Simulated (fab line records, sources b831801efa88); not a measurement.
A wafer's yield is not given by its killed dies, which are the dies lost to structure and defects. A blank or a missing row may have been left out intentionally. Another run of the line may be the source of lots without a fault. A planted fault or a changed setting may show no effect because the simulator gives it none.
Chamber matching | flow sfq_line | 4 sister chambers for SFQ_TRILAYER_I0_CMP_CMP_028 on cmp-02
The step polishes SiO2. 15 wafers are shown with their chamber, then 7 later ones without.

== WAFERS PAIRED WITH THEIR CHAMBERS ==
wafer  | chamber | motor_current_A (A) | time_to_endpoint_s (s)
L506.1 | 1       | 12.7                | 214
L506.3 | 3       | 10.5                | 208
L506.6 | 2       | 10.2                | 224
L509.3 | 1       | 13.5                | 221
L509.4 | 3       | 10.4                | 211
L509.6 | 2       | 9.8                 | 220
L510.1 | 3       | 10.0                | 208
L510.2 | 2       | 10.4                | 209
L510.5 | 1       | 13.2                | 224
L513.2 | 2       | 10.8                | 216
L513.3 | 1       | 14.3                | 217
L513.1 | 0       | 8.9                 | 225
L514.1 | 3       | 10.0                | 217
L514.3 | 1       | 13.7                | 210
L518.1 | 3       | 9.9                 | 215

SIGNATURES, as means of the wafers listed above
reading            | chamber 0 | chamber 1 | chamber 2 | chamber 3 | scatter within a chamber
motor_current_A    | 8.900     | 13.480    | 10.300    | 10.160    | 0.449
time_to_endpoint_s | 225.00    | 217.20    | 217.25    | 211.80    | 5.33
Rule: for a wafer and a chamber, the distance is found by dividing, reading by reading, the gap between the wafer's reading and the chamber's mean by the reading's scatter, squaring, summing and taking the root. If the next closest chamber is less than 2 further off than the closest, the wafer can't be placed; otherwise it belongs to the closest. The scatter is the square root of a quotient: the sum, over the shown wafers, of each reading's squared deviation from its chamber's mean, divided by wafers minus chambers.

== WAFERS WITHOUT THEIR CHAMBER ==
wafer  | motor_current_A (A) | time_to_endpoint_s (s)
L518.3 | 9.1                 | 206
L526.1 | 14.1                | 226
L526.3 | 9.2                 | 217
L526.6 | 10.2                | 224
L529.2 | 8.7                 | 211
L529.5 | 10.1                | 208
L529.6 | 13.9                | 227

== EACH ONE'S CHAMBER ==
wafer  | from the rows above          | in truth
L518.3 | can't be placed: 3 or 2 or 0 | 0
L526.1 | 1                            | 1
L526.3 | can't be placed: 0 or 3 or 2 | 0
L526.6 | can't be placed: 2 or 3 or 0 | 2
L529.2 | can't be placed: 0 or 3 or 2 | 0
L529.5 | can't be placed: 3 or 2      | 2
L529.6 | 1                            | 1
2 of 7 placed correctly. Not placeable from these rows: 5 (in 5, the candidates include the true chamber). Number placed wrongly: 0.
